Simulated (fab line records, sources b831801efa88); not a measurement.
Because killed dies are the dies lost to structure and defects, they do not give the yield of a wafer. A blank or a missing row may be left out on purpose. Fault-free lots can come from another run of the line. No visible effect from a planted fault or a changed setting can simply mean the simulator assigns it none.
Chamber matching || flow gf180mcu || 3 sister chambers for GF_V4_CVD_02 on pecvd-03
The step deposits SiO2 from TEOS, target thk 850 nm, time 94.851 s. 5 wafers are shown with their chamber, then 7 later ones without.

## WAFERS WITH THEIR CHAMBER
{"wafer": "L660.3", "chamber": 2, "heater_power_w (W)": 633, "heater_power_outer_w (W)": 373}
{"wafer": "L662.3", "chamber": 0, "heater_power_w (W)": 734, "heater_power_outer_w (W)": 418}
{"wafer": "L662.4", "chamber": 1, "heater_power_w (W)": 770, "heater_power_outer_w (W)": 460}
{"wafer": "L663.1", "chamber": 1, "heater_power_w (W)": 740, "heater_power_outer_w (W)": 423}
{"wafer": "L663.2", "chamber": 0, "heater_power_w (W)": 808, "heater_power_outer_w (W)": 477}

## WAFERS WHOSE CHAMBER IS MISSING
{"wafer": "L663.4", "heater_power_w (W)": 773, "heater_power_outer_w (W)": 457}
{"wafer": "L665.2", "heater_power_w (W)": 728, "heater_power_outer_w (W)": 426}
{"wafer": "L665.4", "heater_power_w (W)": 805, "heater_power_outer_w (W)": 486}
{"wafer": "L665.6", "heater_power_w (W)": 733, "heater_power_outer_w (W)": 415}
{"wafer": "L668.1", "heater_power_w (W)": 806, "heater_power_outer_w (W)": 456}
{"wafer": "L668.2", "heater_power_w (W)": 707, "heater_power_outer_w (W)": 432}
{"wafer": "L668.6", "heater_power_w (W)": 587, "heater_power_outer_w (W)": 316}

## WHICH CHAMBER EACH ONE RAN IN
{"wafer": "L663.4", "from the rows above": "can't be placed: 0 or 1", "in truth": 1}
{"wafer": "L665.2", "from the rows above": "can't be placed: 1 or 0", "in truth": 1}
{"wafer": "L665.4", "from the rows above": "can't be placed: 0 or 1", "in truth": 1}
{"wafer": "L665.6", "from the rows above": "can't be placed: 1 or 0 or 2", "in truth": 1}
{"wafer": "L668.1", "from the rows above": "can't be placed: 0 or 1", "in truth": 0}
{"wafer": "L668.2", "from the rows above": "can't be placed: 1 or 0 or 2", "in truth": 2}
{"wafer": "L668.6", "from the rows above": 2, "in truth": 2}
Correctly placed: 1 of 7. From these rows, 6 cannot be placed; in 6 the true chamber is one of the candidates. 0 placed wrongly.
How it was worked out, from the rows above alone: a wafer's distance from a chamber is the root of the sum, over the readings, of the square of ((its reading less the chamber's mean) divided by the reading's scatter). If the next closest chamber is less than 2 further off than the closest, the wafer can't be placed; otherwise it belongs to the closest. For every chamber, the mean is computed from those of its wafers that are shown. The scatter: take each reading less its chamber's mean, square it, sum over the shown wafers, divide by the number of wafers less the number of chambers, and take the root.
